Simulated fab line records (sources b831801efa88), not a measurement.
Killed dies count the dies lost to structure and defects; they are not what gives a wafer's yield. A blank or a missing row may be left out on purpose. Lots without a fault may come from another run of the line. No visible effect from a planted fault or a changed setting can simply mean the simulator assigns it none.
Which of the tools did it?    flow gf180mcu    Sampling: 6 lots, 18 wafers, 4 of 602 route steps

## WHAT EACH GAUGE READ, for each wafer
GF_CONTACT_RS_MEAS_25: the measuring method here is four-point-probe.
lot   measured      on            CONTACT_W_RS (ohm/sq)
L114  day 16 18:53  filmMetro-04  0.382 0.383 0.381
L118  day 18 20:23  filmMetro-04  0.389 0.387 0.383
L121  day 19 15:11  filmMetro-03  0.384 0.384 0.389
L124  day 20 16:58  filmMetro-03  0.383 0.384 0.384
L127  day 22 04:02  filmMetro-02  0.344 0.387 0.344
L131  day 23 04:13  filmMetro-02  0.377 0.380 0.378

## TOOL THAT RAN EACH LOT (tool first, then ch and the chambers of the sampled wafers, then the start)
lot   GF_CONTACT_SPUTTER_22        GF_CONTACT_SPUTTER_23        GF_CONTACT_CVD_24
L114  pvdSputter-04, day 16 18:41  pvdSputter-04, day 16 18:45  cvdW-02 ch 0,1, day 16 18:47
L118  pvdSputter-03, day 18 20:11  pvdSputter-03, day 18 20:14  cvdW-01 ch 0,1, day 18 20:17
L121  pvdSputter-01, day 19 14:56  pvdSputter-01, day 19 15:00  cvdW-02 ch 0,1, day 19 15:04
L124  pvdSputter-03, day 20 16:46  pvdSputter-03, day 20 16:50  cvdW-01 ch 0,1, day 20 16:52
L127  pvdSputter-03, day 22 03:49  pvdSputter-03, day 22 03:53  cvdW-02 ch 0,1, day 22 03:55
L131  pvdSputter-03, day 23 03:59  pvdSputter-03, day 23 04:02  cvdW-01 ch 0,1, day 23 04:07
- GF_CONTACT_SPUTTER_22: material Ti, target thk 15 nm, time 80.02 s.
- GF_CONTACT_SPUTTER_23: material TiN, target thk 10 nm, time 40 s.
- GF_CONTACT_CVD_24: deposits W, target thk 300 nm, time 90.339 s.

## THE ANSWER, worked out from the rows above alone
Rule: the lots themselves supply what counts as usual. Put in order of their means at a reading, lots are off if they are a third of the lots or fewer, leave a main group of 4 or more, and stand apart from it by a gap of 3 or more times the standard deviation of the main group's means; of several such gaps the widest counts. A main group is skipped when, at the precision printed for the reading in the tables above, its means are all equal. A lot without any number at a reading at which 4 lots or more have one is off too. The other lots that the step has rows for count as sound.
Off: at GF_CONTACT_RS_MEAS_25 (CONTACT_W_RS), L127. For the main group the mean is 0.383 ohm/sq and the standard deviation 0.0029.
If a tool, at a process step before that reading, ran all the lots that are off and no sound lot after the first of them, it fits. Gauges at GF_CONTACT_RS_MEAS_25: tried the same way as those tools. One fits: GF_CONTACT_CVD_24 on cvdW-02. A fault onset in the window from L121 (day 19 15:04, its last sound lot) to L127 (day 22 03:55, its first lot off) fits.

## WHAT HAD BEEN PUT IN BY THE SIMULATOR
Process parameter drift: cvdW-02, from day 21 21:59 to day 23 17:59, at GF_CONTACT_CVD_24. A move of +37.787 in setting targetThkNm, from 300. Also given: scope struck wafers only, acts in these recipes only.
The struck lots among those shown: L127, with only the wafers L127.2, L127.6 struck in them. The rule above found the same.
